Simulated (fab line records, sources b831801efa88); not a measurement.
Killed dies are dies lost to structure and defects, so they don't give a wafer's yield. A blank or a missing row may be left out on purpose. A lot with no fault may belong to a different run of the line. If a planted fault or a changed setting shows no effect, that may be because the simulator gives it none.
Split-lot study ; flow sky130 ; route with 708 steps; 5 lots, 23 wafers read

ABOUT THE SPLIT
At SKY_DNWELL_COAT_02 (resist thk 3000 nm), the setting resist thk nm was moved away from the recipe's 3000 nm on 10 of the 23 wafers read, by -1.9% to +4.6%. For the rest of the wafers, this setting stayed at what the recipe calls for.

The reading comes from the split's own step.

THE READING
coat_of_DNWELL_COAT_02.thk nm (the simulator's own value, which no gauge read), in nm, at SKY_DNWELL_COAT_02 (resist thk 3000 nm). The file does not state a usual value for it. The 13 wafers here that ran the recipe average 2997 nm, standard deviation 7.3 nm.

wafer;tool, chamber at the split;resist thk nm as run, nm;against the recipe;coat_of_DNWELL_COAT_02.thk nm, nm;against lot-mates on the recipe
L074.1;litho track-03, 0;3079;+2.6%;3077;+68
L074.2;litho track-03, 0;3079;+2.6%;3089;+80
L074.3;litho track-03, 0;3000;recipe;3006;-
L074.5;litho track-03, 0;3000;recipe;3013;-
L074.6;litho track-03, 0;3079;+2.6%;3079;+70
L075.1;litho track-04, 0;3097;+3.2%;3080;+90
L075.3;litho track-04, 0;3000;recipe;2994;-
L075.4;litho track-04, 0;3000;recipe;2985;-
L075.5;litho track-04, 0;3097;+3.2%;3093;+103
L075.6;litho track-04, 0;3000;recipe;2990;-
L076.1;litho track-03, 0;3000;recipe;2996;-
L076.2;litho track-03, 0;3000;recipe;2998;-
L076.5;litho track-03, 0;3000;recipe;2990;-
L083.1;litho track-03, 0;2943;-1.9%;2937;-59
L083.2;litho track-03, 0;2943;-1.9%;2943;-53
L083.3;litho track-03, 0;3000;recipe;2997;-
L083.4;litho track-03, 0;3000;recipe;3000;-
L083.5;litho track-03, 0;3000;recipe;2992;-
L085.1;litho track-01, 0;3137;+4.6%;3128;+130
L085.2;litho track-01, 0;3000;recipe;2993;-
L085.3;litho track-01, 0;3000;recipe;3004;-
L085.4;litho track-01, 0;3137;+4.6%;3137;+138
L085.6;litho track-01, 0;3137;+4.6%;3135;+136

THE FIT
A straight line over all 23 wafers: coat_of_DNWELL_COAT_02.thk nm changes by +29.9 nm for each +1% of resist thk nm; r = +0.99; the points scatter about the line by 7.3 nm.
The same after taking each lot's own level away (the mean of its wafers on the recipe; 23 wafers): +29.3 nm for each +1%; r = +1.00; scatter 4.9 nm.
That fit puts the effect of the largest move of resist thk nm on the reading at 1.3e+02 nm.
The lots' own levels span 2989.7 to 3009.5 nm, that is 2.7 times the standard deviation above.
Hence the lot-to-lot level has little effect on the slope; both slopes agree.
Check: +134 nm against its lot-mates is what the line predicts for one of the wafers moved furthest among these (+4.6%) when that wafer is left out of the fit. Against them it came out at +130 nm.

FURTHER SPLITS ON THESE WAFERS
Other splits were also applied to these wafers ahead of the reading. Each is held against what the fit with the lots' levels taken away leaves over:
other split on the same wafers;wafers away from the commonest value;r with coat_of_DNWELL_COAT_02.thk nm (lot level and that fit taken away)
SKY_FIELD_ISO_CVD_03 time s;18;+0.07
SKY_FIELD_ISO_ETCH_14 ion energy ev;11;-0.35

THE WHOLE CHAIN: every reading that the file lists as answering this split, in the file's order
step;what it does;reading;change (the file's fit);r (the file's)
SKY_DNWELL_COAT_02;resist thk 3000 nm;coat_of_DNWELL_COAT_02.thk nm (the simulator's own value, which no gauge read);+29.2 nm for each +1% of the setting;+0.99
SKY_DNWELL_STRIP_08;strips in O2/N2;strip time to endpoint s;withheld for each +1% of the setting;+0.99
SKY_DNWELL_DEVELOP_06;develop time 57.7 s;DNWELL.cd nm (the simulator's own value, which no gauge read);-1.73 nm for each +1% of the setting, in a fit together with dose mj@DNWELL_EXPOSE_04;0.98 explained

FILE'S OWN FIT
coat_of_DNWELL_COAT_02.thk nm changes by +29.2 nm for each +1% of resist thk nm, r = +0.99.
